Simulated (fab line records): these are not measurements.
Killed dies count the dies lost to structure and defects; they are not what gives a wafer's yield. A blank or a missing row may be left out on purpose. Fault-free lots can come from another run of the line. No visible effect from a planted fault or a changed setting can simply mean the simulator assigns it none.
Problem report, 8D (eight disciplines) form, completed by code || flow gf180mcu || the parts of the form that need people (team, actions taken, sign-off) are left out

## 1. PROBLEM STATEMENT
Across 3 wafers from 3 lots, CONTACT_W_RS at GF_CONTACT_RS_MEAS_25 averages 0.242 ohm/sq, while fault-free wafers read 0.381 ohm/sq with a standard deviation of 0.0038. That puts it -37 standard deviations away from the usual mean.
The step: measures by four-point-probe.
First seen on wafer L609.1, day 19 22:03, on film_metro-02. The record holds 34 wafers of 12 lots with a number at this step. The rule behind "out" and "out of limits": a value lying over 4 standard deviations away from the usual mean. The other wafers with a number count as sound.

## 2. WHAT IT IS AND WHAT IT IS NOT
{"question": "which readings at this step", "is": "CONTACT_W_RS", "is not": "-"}
{"question": "which lots", "is": "L609, L610, L611", "is not": "L599, L600, L604, L608, L618, L619, L620, L621, L622"}
{"question": "which wafers of those lots", "is": "L609.1, L610.1, L611.3", "is not": "L609.4, L609.6, L610.6, L611.6"}
{"question": "read on which gauges", "is": "film_metro-02, film_metro-03, film_metro-04", "is not": "-"}
{"question": "when", "is": "from day 19 22:03", "is not": "up to then (14 sound wafers); but 17 sound wafers of L610, L611, L618, L619, L620, L621, L622 came after"}

## 3. SUSPECTS, AND WHAT RULES EACH OUT
Counting: a tool at a process step up to the reading stays a suspect if it ran every lot that is out. Sound lots after the first of them don't rule it out here, since some wafers of a struck lot are sound.
- the gauge at GF_CONTACT_RS_MEAS_25 has been ruled out. Those wafers that are out were read across 3 gauges (film_metro-02, film_metro-03, film_metro-04).
- cvd_w-02 at GF_CONTACT_CVD_24 (deposits W, target thk 300 nm, time 90.339 s): kept. It ran every lot that is out, first L609 (day 19 21:57); its last sound lot up to then is L608 (day 19 08:41).
Remaining after the count: cvd_w-02 at GF_CONTACT_CVD_24.

## 4. THE CAUSE (what the simulator had put in)
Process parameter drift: cvd_w-02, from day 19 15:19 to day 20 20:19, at GF_CONTACT_CVD_24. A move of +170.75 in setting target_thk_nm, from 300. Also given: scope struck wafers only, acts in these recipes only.
Counting left only this tool.

## 5. THE CHAIN OF EFFECTS, in route order
Rows list readings where the struck wafers' mean (over those with a number) sits beyond 3 standard deviations from the usual. Only readings whose record carries a usual standard deviation are examined. hours: median over the lots of the time between each lot's start at the first step of this table that gives one and its start at this step. sigmas: the change, counted in usual standard deviations.
{"hours": 0, "step": "GF_CONTACT_RS_MEAS_25", "reading": "CONTACT_W_RS", "usual": "0.381 ohm/sq", "on struck wafers": 0.242, "change": -0.139, "sigmas": -37}
{"hours": 0, "step": "GF_CONTACT_THK_MEAS_26", "reading": "CONTACT_W_THK", "usual": "319 nm", "on struck wafers": 518, "change": "+199", "sigmas": "+45"}
{"hours": 0, "step": "GF_CONTACT_CMP_27", "reading": "time_to_endpoint_s", "usual": "73 s", "on struck wafers": 111, "change": "+38", "sigmas": "+11"}
Its process steps:
- GF_CONTACT_CMP_27: polishes, stops on SiO2, t overpolish 15 s, target thk 0 nm.
At these later measuring or inspecting steps, every struck wafer for which the step has a row has a number for every such reading, and none has moved that far: GF_V2_OVL_MEAS_15.

## 6. WHAT WOULD HAVE CAUGHT IT SOONER
7 hours passed between the start of the fault at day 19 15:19 and the first reading out of limits at a measuring or inspecting step in this record, taken at day 19 22:03.
No tool reading at GF_CONTACT_CVD_24 that has a usual standard deviation in the record was out on any struck wafer, so an alarm limit of 4 standard deviations on those readings would not have fired.
Of the lots that are out (3), L610, L611 began GF_CONTACT_CVD_24 on cvd_w-02 after day 19 22:03. A hold on the tool at that time would have spared those 2.
